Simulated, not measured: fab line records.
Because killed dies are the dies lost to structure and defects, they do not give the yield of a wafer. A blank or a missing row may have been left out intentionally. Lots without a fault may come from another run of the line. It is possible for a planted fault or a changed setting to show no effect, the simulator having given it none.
Matching of chambers | flow sky130 | SKY_PASSIVATION_CVD_00 on pecvd-03 has 3 sister chambers
The step deposits SiO2, target thk 90 nm. 3 wafers are shown with their chamber, then 7 later ones without.

## WAFERS, EACH WITH ITS CHAMBER
wafer  | chamber | heater_power_outer_w (W)
L212.3 | 2       | 497
L214.5 | 1       | 441
L227.4 | 0       | 324

## WAFERS WITH NO CHAMBER GIVEN
wafer  | heater_power_outer_w (W)
L227.5 | 484
L229.1 | 397
L229.3 | 429
L229.4 | 396
L230.3 | 444
L230.4 | 499
L230.6 | 454

## EACH ONE'S CHAMBER
wafer  | from the rows above     | in truth
L227.5 | can't be placed: 2 or 1 | 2
L229.1 | can't be placed: 1 or 0 | 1
L229.3 | 1                       | 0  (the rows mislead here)
L229.4 | can't be placed: 1 or 0 | 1
L230.3 | can't be placed: 1 or 2 | 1
L230.4 | 2                       | 2
L230.6 | can't be placed: 1 or 2 | 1
Correctly placed: 1 of 7. Unplaceable from these rows: 5, with the true chamber sitting among the candidates in 5. Number placed wrongly: 1.
How it was worked out, from the rows above alone: a wafer's distance from a chamber is the root of the sum, over the readings, of the square of ((its reading less the chamber's mean) divided by the reading's scatter). If the next closest chamber is less than 2 further off than the closest, the wafer can't be placed; otherwise it belongs to the closest. For every chamber, the mean is computed from those of its wafers that are shown. The scatter: with one shown wafer a chamber, the root of the mean of the squares of how far each hidden wafer lies from its nearest shown one.
